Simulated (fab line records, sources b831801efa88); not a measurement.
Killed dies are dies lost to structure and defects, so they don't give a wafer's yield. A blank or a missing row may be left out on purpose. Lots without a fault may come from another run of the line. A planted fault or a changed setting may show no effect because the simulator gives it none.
Which tool did it? | flow sky130 | 6 lots, 18 wafers sampled, at 1 step of a route of 708

WHAT THE GAUGES READ, wafer by wafer
SKY_CAP2M_THK_MEAS_04: measures by xrf.
lot  | measured     | on            | CAP2M_TIN_THK (nm)
L809 | day 40 10:43 | film_metro-02 | 200.1 203.3 202.5
L812 | day 41 03:18 | film_metro-03 | 205.5 207.4 206.9
L814 | day 42 00:01 | film_metro-03 | 202.9 201.4 201.5
L819 | day 43 11:46 | film_metro-02 | 207.3 205.0 205.6
L825 | day 44 19:16 | film_metro-02 | 206.1 205.0 203.5
L829 | day 45 22:38 | film_metro-04 | 198.2 199.0 197.3

WHICH TOOL RAN EACH LOT (tool, then ch and the chambers of the sampled wafers, then the start)
The record holds no process step before these readings.

THE ANSWER, worked out from the rows above alone
Rule: what is usual is taken from the lots themselves. Put in order of their means at a reading, lots are off if they are a third of the lots or fewer, leave a main group of 4 or more, and stand apart from it by a gap of 3 or more times the standard deviation of the main group's means; of several such gaps the widest counts. A main group whose means are all the same, to the digits that the tables above print for the reading, isn't used. A lot without any number at a reading at which 4 lots or more have one is off too. The other lots that the step has rows for count as sound.
No lot is off at any reading shown: from this, nothing can be told.

WHAT THE SIMULATOR HAD PUT IN
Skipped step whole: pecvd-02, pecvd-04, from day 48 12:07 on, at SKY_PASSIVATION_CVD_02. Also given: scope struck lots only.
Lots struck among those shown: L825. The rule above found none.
